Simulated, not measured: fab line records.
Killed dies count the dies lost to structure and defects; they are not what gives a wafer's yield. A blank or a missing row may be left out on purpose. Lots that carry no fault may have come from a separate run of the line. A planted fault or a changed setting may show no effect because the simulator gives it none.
2 desks looking at one fault / flow sky130 / every desk sees just its own numbers, and what lay behind them comes last

## THE TOOL OWNER'S DESK: furnace-01
The tool's own readings at SKY_SONOS_ONO_OXIDATION_00 (stabilise 600 s, purge 300 s, target thk 2.6 nm): means of the sampled wafers that have a number, for each lot that ran on this tool. Any lot whose mean is over 4 standard deviations away from the usual mean is out of limits and marked OUT; that distance is given in the brackets. Shown are 7 of the 9 readings it has, namely the first that went out of limits plus those furthest out on some lot.
Columns: A = spikeTcBottomC at SKY_SONOS_ONO_OXIDATION_00, usual 817.9 C; B = spikeTcCentreC at SKY_SONOS_ONO_OXIDATION_00, usual 801.1 C; C = spikeTcLowerC at SKY_SONOS_ONO_OXIDATION_00, usual 800.3 C; D = spikeTcTopC at SKY_SONOS_ONO_OXIDATION_00, usual 815.1 C; E = spikeTcUpperC at SKY_SONOS_ONO_OXIDATION_00, usual 800.5 C; F = tubeCenterTempC at SKY_SONOS_ONO_OXIDATION_00, usual 800 C; G = tube_center_temp_C_max at SKY_SONOS_ONO_OXIDATION_00, usual 802.1
lot=L736; first seen here=day 11 12:16; A=817.4; B=801.8; C=799.3; D=817.6; E=800.3; F=800; G=802.0
lot=L737; first seen here=day 11 20:29; A=818.1; B=801.3; C=800.9; D=816.9; E=800.4; F=800; G=802.4
lot=L742; first seen here=day 13 09:07; A=817.1; B=801.9; C=801.1; D=816.5; E=801.5; F=800; G=802.3
lot=L743; first seen here=day 13 19:11; A=816.8; B=801.6; C=800.1; D=817.2; E=801.0; F=800; G=802.1
lot=L744; first seen here=day 14 03:38; A=817.4; B=801.5; C=799.9; D=816.7; E=800.0; F=800; G=802.1
lot=L748; first seen here=day 15 07:08; A=817.7; B=802.0; C=800.8; D=816.8; E=801.4; F=800; G=801.9
lot=L750; first seen here=day 16 05:35; A=837.5 (+15) OUT; B=822.1 (+18) OUT; C=821.4 (+19) OUT; D=837.4 (+8.9) OUT; E=820.4 (+20) OUT; F=820 (+99 or more) OUT; G=821.8 (+56) OUT
lot=L753; first seen here=day 16 23:42; A=836.1 (+14) OUT; B=821.8 (+17) OUT; C=820.2 (+18) OUT; D=835.5 (+8.1) OUT; E=820.2 (+20) OUT; F=820 (+99 or more) OUT; G=822.0 (+57) OUT
This desk finds L750, L753 out of limits, L750 being first, at day 16 05:35 (spikeTcBottomC at SKY_SONOS_ONO_OXIDATION_00). L736, L737, L742, L743, L744, L748: within limits.

## FROM THE METROLOGY DESK
Lot by lot, what the gauges showed, no matter which tool ran the lot: averages of those sampled wafers that carry a number. Any lot whose mean is over 4 standard deviations away from the usual mean is out of limits and marked OUT; that distance is given in the brackets.
Columns: A = VT_ADJUST_NCORE_OVL at SKY_VT_ADJUST_NCORE_OVL_MEAS_08, usual -0.4 nm; B = cdNm at SKY_SONOS_TUNNEL_CD_MEAS_07, usual 410.2 nm; C = SONOS_ONO_OXIDATION_THK at SKY_SONOS_ONO_THK_MEAS_01, usual 2.62 nm
lot=L736; first seen here=day 8 19:02; A=-0.5; B=407.8; C=2.61
lot=L737; first seen here=day 9 01:50; A=-2.3; B=412.2; C=2.64
lot=L740; first seen here=day 10 05:14; A=1.3; B=408.2; C=2.64
lot=L741; first seen here=day 10 06:35; A=0.9; B=413.1; C=2.69
lot=L742; first seen here=day 10 10:11; A=0.1; B=410.2; C=2.63
lot=L743; first seen here=day 10 18:02; A=-1.1; B=409.4; C=2.67
lot=L744; first seen here=day 11 00:26; A=-1.3; B=409.7; C=2.67
lot=L745; first seen here=day 11 05:08; A=1.4; B=409.6; C=2.56
lot=L748; first seen here=day 12 01:23; A=0.6; B=408.4; C=2.61
lot=L750; first seen here=day 12 19:47; A=-0.2; B=408.2; C=3.43 (+14) OUT
lot=L751; first seen here=day 13 00:29; A=-0.7; B=409.4; C=2.55
lot=L752; first seen here=day 13 11:05; A=1.0; B=411.1; C=2.63
lot=L753; first seen here=day 13 12:11; A=-1.3; B=407.8; C=3.42 (+14) OUT
lot=L754; first seen here=day 13 20:12; A=1.5; B=412.7; C=2.61
Finding of this desk: L750, L753 out of limits, first seen on L750 at day 16 06:56 (SONOS_ONO_OXIDATION_THK at SKY_SONOS_ONO_THK_MEAS_01). L736, L737, L740, L741, L742, L743, L744, L745, L748, L751, L752, L754: within limits.

## ALL TOGETHER
The tool owner's desk could have raised an alarm at day 16 05:35, on L750, L753.
L750, L753 would have let the metrology desk raise an alarm at day 16 06:56.
Every lot named ran SKY_SONOS_ONO_OXIDATION_00 on furnace-01.

## WHAT WAS PUT IN BY THE SIMULATOR
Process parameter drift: furnace-01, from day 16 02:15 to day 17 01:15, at SKY_SONOS_ONO_OXIDATION_00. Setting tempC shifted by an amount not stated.
Shown lots that were struck: L750, L753.
Delay (hours) between the fault's onset and each desk's first out-of-limits reading: 3 at the tool owner's desk, 5 at the metrology desk.
